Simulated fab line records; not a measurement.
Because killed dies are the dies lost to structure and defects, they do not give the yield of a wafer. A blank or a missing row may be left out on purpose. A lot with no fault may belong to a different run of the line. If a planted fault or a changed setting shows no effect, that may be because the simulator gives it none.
Struck lot and sound lot, side by side	flow gf180mcu	13 out of 602 route steps
Sound: these wafers, L209.2, L209.4, L209.5. Wafers L222.2, L222.3, L222.4 were the ones struck. The cause is given at the end.
Order at every step that has rows: each side's tool, ch and its chambers, its first start. Under that, the readings that differ: sound wafers	struck wafers	difference of the means	sigmas: that difference in standard deviations of wafers without a fault.
alike: a reading whose means differ by less than 2 such deviations, as well as words and numbers matching on both sides. not compared: withheld readings; readings where some wafer has no value; bounds like >300 that might hide an equal value; numbers whose values overlap and for which the record gives no deviation.
Wherever a step has rows on one side only, a row that says differs or no value, or a row with sigmas, the two part there. When numbers do not overlap yet have no deviation, they are printed without sigmas and do not part them. A reading missing from all wafers of one side parts the sides only when that side holds two or more wafers.

GF_V5_CD_MEAS_14 targets a cd of 260 nm.
  sound: cd sem-02 at day 28 02:20; struck: cd sem-02 at day 31 14:34
  alike: cd nm
GF_V5_OVL_MEAS_15:
  sound: overlay-01 at day 28 02:26; struck: overlay-02 at day 31 14:40
  alike: V5_OVL
GF_V5_ETCH_16: etches BARC in N2/H2.
  sound on rie diel-04 ch 0,1, day 28 02:28; struck on rie diel-01 ch 0,2,3, day 31 14:41
  alike: drypump motor current A, oes product au, throttle valve pct
GF_V5_ETCH_17: etches SiO2 in C4F8/O2/Ar, stops on TiN, target depth 855 nm.
  sound: rie diel-04 ch 0,1; struck: rie diel-01 ch 0,2,3
  alike: oes product au
GF_V5_STRIP_18: strips in O2/N2.
  sound on plasma asher-01 ch 0,1, day 28 02:37; struck on plasma asher-02 ch 0,1, day 31 14:50
  alike: drypump motor current A, heater power w, oes product au
  not compared: rf hours counter h
then, 2 steps without rows for these wafers: GF_V5_STRIP_19 (strips in post etch residue remover, time 1200 s); GF_V5_CLEAN_20 (cleans in DIW).
GF_V5_SPUTTER_21: material Ti, target thk 15 nm, time 80.02 s.
  sound: pvd sputter-02 at day 28 03:09; struck: pvd sputter-02 at day 31 15:23
  alike: throttle valve pct
GF_V5_SPUTTER_22: material TiN, target thk 10 nm, time 40 s.
  sound: pvd sputter-02 at day 28 03:13; struck: pvd sputter-02 at day 31 15:26
  alike: throttle valve pct
then, 1 step without rows for these wafers: GF_V5_CVD_23 (deposits W, target thk 350 nm, time 104.9 s).
GF_V5_RS_MEAS_24: the measuring method here is four-point-probe.
  sound: film metro-01 at day 28 03:23; struck: film metro-01 at day 31 15:37
  alike: V5_W_RS
GF_V5_THK_MEAS_25: measures by xrf.
  sound: film metro-01 at day 28 03:30; struck: film metro-01 at day 31 15:43
  alike: V5_W_THK
GF_V5_CMP_26: polishes, stops on SiO2, t overpolish 15 s, target thk 0 nm.
  sound on cmp-02 ch 2,3, day 28 03:33; struck on cmp-02 ch 1,2,3, day 31 15:46
  no value came back on the struck wafers for any of 5 readings (edge zone pressure frac, head pressure psi (psi) and others); on the sound wafers edge zone pressure frac reads 0.996 0.997 0.998
reading	sound	struck	difference	sigmas
model.W_of_V5_CVD_23.thk nm (nm)	0 0 0	345 351.3 348.5	+348	

WHERE THEY PART
GF_V5_CMP_26 only, going by this record.

WHY: the cause the simulator had injected
Entire step skipped (cmp-02, GF_V5_CMP_26), from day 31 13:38 onward. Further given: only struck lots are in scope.
